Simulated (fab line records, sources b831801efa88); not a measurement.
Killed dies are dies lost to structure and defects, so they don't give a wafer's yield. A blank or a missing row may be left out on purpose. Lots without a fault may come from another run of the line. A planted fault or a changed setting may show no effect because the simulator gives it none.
Which tool did it? | flow sky130 | 13 lots, 39 wafers sampled, at 5 steps of a route of 708

WHAT THE GAUGES READ, wafer by wafer
SKY_POLY_GATE_OVL_MEAS_14. Usual: POLY_GATE_OVL 3 nm, standard deviation 6.1.
lot  | measured     | on         | POLY_GATE_OVL (nm) | flag
L401 | day 16 19:33 | overlay-02 | 16 12 5            |
L403 | day 17 19:41 | overlay-02 | -1 -6 -1           |
L404 | day 18 02:51 | overlay-01 | 1 5 -1             |
L407 | day 19 16:32 | overlay-02 | 0 9 -4             |
L408 | day 19 16:43 | overlay-01 | 4 0 11             |
L409 | day 20 07:24 | overlay-01 | 11 1 8             |
L410 | day 20 08:31 | overlay-02 | 3 8 0              |
L411 | day 21 12:50 | overlay-01 | 0 0 -2             |
L412 | day 21 14:44 | overlay-01 | -9 -7 -3           |
L413 | day 21 22:30 | overlay-01 | 7 5 -1             |
L414 | day 22 00:05 | overlay-01 | 2 4 6              |
L418 | day 22 15:06 | overlay-02 | -8 3 4             |
L420 | day 23 12:32 | overlay-01 | -6 -1 1            |

SKY_POLY_GATE_CD_MEAS_22. Usual: cd_nm 149.9 nm, standard deviation 2.2.
lot  | measured     | on        | cd_nm (nm)        | flag
L401 | day 16 22:32 | cd_sem-02 | 146.8 147.5 147.1 |
L403 | day 17 23:36 | cd_sem-01 | 151.4 150.9 151.2 |
L404 | day 18 05:04 | cd_sem-01 | 149.6 150.5 150.0 |
L407 | day 19 18:19 | cd_sem-02 | 150.1 151.8 149.9 |
L408 | day 19 19:33 | cd_sem-02 | 154.6 152.8 154.5 |
L409 | day 20 09:17 | cd_sem-02 | 150.1 150.3 151.1 |
L410 | day 20 10:31 | cd_sem-01 | 147.8 145.6 148.7 |
L411 | day 21 14:35 | cd_sem-01 | 154.5 149.6 153.4 |
L412 | day 21 16:31 | cd_sem-01 | 146.1 150.1 149.3 |
L413 | day 22 01:56 | cd_sem-01 | 150.6 151.2 149.7 |
L414 | day 22 01:52 | cd_sem-02 | 147.3 150.0 149.0 |
L418 | day 22 16:50 | cd_sem-02 | 150.0 149.7 147.8 |
L420 | day 23 14:16 | cd_sem-01 | 152.3 149.7 150.9 |

SKY_POLY_CUT_CD_MEAS_08: target cd 270 nm. Usual: cd_nm 269.8 nm, standard deviation 1.3.
lot  | measured     | on        | cd_nm (nm)        | flag
L401 | day 24 15:38 | cd_sem-01 | 268.3 270.7 269.3 |
L403 | day 25 15:31 | cd_sem-01 | 270.7 269.7 268.0 |
L404 | day 25 21:56 | cd_sem-01 | 270.9 271.0 271.3 |
L407 | day 27 10:53 | cd_sem-01 | 270.5 269.4 269.4 |
L408 | day 27 12:46 | cd_sem-01 | 272.3 271.9 271.9 |
L409 | day 28 00:17 | cd_sem-02 | 271.4 272.6 271.4 |
L410 | day 28 00:58 | cd_sem-01 | 269.5 269.6 269.7 |
L411 | day 29 01:27 | cd_sem-01 | 270.1 269.3 269.4 |
L412 | day 29 02:37 | cd_sem-02 | 271.8 270.7 270.6 |
L413 | day 29 12:34 | cd_sem-01 | 270.3 269.7 269.6 |
L414 | day 29 14:26 | cd_sem-01 | 270.2 270.4 269.7 |
L418 | day 30 01:50 | cd_sem-01 | 268.6 248.2 269.6 | OFF
L420 | day 31 00:51 | cd_sem-01 | 268.5 248.2 270.0 | OFF

WHICH TOOL RAN EACH LOT (tool, then ch and the chambers of the sampled wafers, then the start)
lot  | SKY_POLY_GATE_ETCH_15              | SKY_POLY_CUT_EXPOSE_05
L401 | rie_diel-01 ch 0,1,2, day 16 19:35 | krf_scanner-02 ch 0, day 24 01:16
L403 | rie_diel-02 ch 1,3, day 17 19:43   | krf_scanner-02 ch 0, day 25 00:20
L404 | rie_diel-02 ch 1,2,3, day 18 02:55 | krf_scanner-01 ch 0, day 25 07:04
L407 | rie_diel-02 ch 0,2,3, day 19 16:34 | krf_scanner-01 ch 0, day 26 20:45
L408 | rie_diel-03 ch 1,2,3, day 19 16:44 | krf_scanner-01 ch 0, day 26 22:48
L409 | rie_diel-03 ch 2,3, day 20 07:28   | krf_scanner-02 ch 0, day 27 09:55
L410 | rie_diel-01 ch 2,3, day 20 08:32   | krf_scanner-02 ch 0, day 27 10:46
L411 | rie_diel-03 ch 0,1,3, day 21 12:52 | krf_scanner-02 ch 0, day 28 11:08
L412 | rie_diel-02 ch 0,1,3, day 21 14:46 | krf_scanner-02 ch 0, day 28 12:15
L413 | rie_diel-01 ch 1,2, day 21 22:31   | krf_scanner-02 ch 0, day 28 22:37
L414 | rie_diel-01 ch 2,3, day 22 00:07   | krf_scanner-01 ch 0, day 29 00:22
L418 | rie_diel-03 ch 1,2, day 22 15:08   | krf_scanner-01 ch 0, day 29 12:19
L420 | rie_diel-03 ch 0,2, day 23 12:34   | krf_scanner-01 ch 0, day 30 12:04
- SKY_POLY_GATE_ETCH_15: etches BARC in N2/H2, stops on SiO2, time 118.5 s, target depth 110 nm.
- SKY_POLY_CUT_EXPOSE_05: exposes mask NPCM, target cd 270 nm.

WHAT THE TOOLS THEMSELVES READ (means of the sampled wafers that have a number; where no wafer has one, the mark that the record gives instead)
SKY_POLY_GATE_ETCH_15. Usual: drypump_motor_current_A 5.7 A, standard deviation 0.59; oes_product_au 0.716 a.u., standard deviation 0.0046; throttle_valve_pct 13.212 %, standard deviation 0.0089.
lot  | tool        | drypump_motor_current_A (A) | oes_product_au (a.u.) | throttle_valve_pct (%) | flag
L401 | rie_diel-01 | 5.7                         | 0.715                 | 13.202                 |
L403 | rie_diel-02 | 5.8                         | 0.713                 | 13.211                 |
L404 | rie_diel-02 | 5.6                         | 0.721                 | 13.211                 |
L407 | rie_diel-02 | 5.8                         | 0.716                 | 13.212                 |
L408 | rie_diel-03 | 5.6                         | 0.718                 | 13.211                 |
L409 | rie_diel-03 | 5.6                         | 0.719                 | 13.222                 |
L410 | rie_diel-01 | 5.7                         | 0.714                 | 13.214                 |
L411 | rie_diel-03 | 6.0                         | 0.715                 | 13.211                 |
L412 | rie_diel-02 | 6.1                         | 0.716                 | 13.219                 |
L413 | rie_diel-01 | 6.1                         | 0.715                 | 13.207                 |
L414 | rie_diel-01 | 5.7                         | 0.716                 | 13.216                 |
L418 | rie_diel-03 | 5.7                         | 0.716                 | 13.211                 |
L420 | rie_diel-03 | 5.9                         | 0.716                 | 13.215                 |

THE ANSWER, worked out from the rows above alone
Rule: a lot is off if the mean of its wafers that have a number lies more than 3 standard deviations from the usual mean. A lot without any number at a reading at which 4 lots or more have one is off too. The other lots that the step has rows for count as sound. The gauges are gone through in route order, then the tools' own readings, and for those a lot's mean is taken as printed above. The first step at which some lot is off is used, and at that step the reading that is off furthest; a lot without a number counts as furthest.
Off: L418, L420, at SKY_POLY_CUT_CD_MEAS_08 (cd_nm).
A tool fits if, at a process step before that reading, it ran every lot that is off, and no sound lot after the first of them. The gauges at SKY_POLY_CUT_CD_MEAS_08 are tried like those tools. Can't be told from this: 3 tools fit, rie_diel-03 at SKY_POLY_GATE_ETCH_15, krf_scanner-01 at SKY_POLY_CUT_EXPOSE_05, cd_sem-01 at SKY_POLY_CUT_CD_MEAS_08.

WHAT THE SIMULATOR HAD PUT IN
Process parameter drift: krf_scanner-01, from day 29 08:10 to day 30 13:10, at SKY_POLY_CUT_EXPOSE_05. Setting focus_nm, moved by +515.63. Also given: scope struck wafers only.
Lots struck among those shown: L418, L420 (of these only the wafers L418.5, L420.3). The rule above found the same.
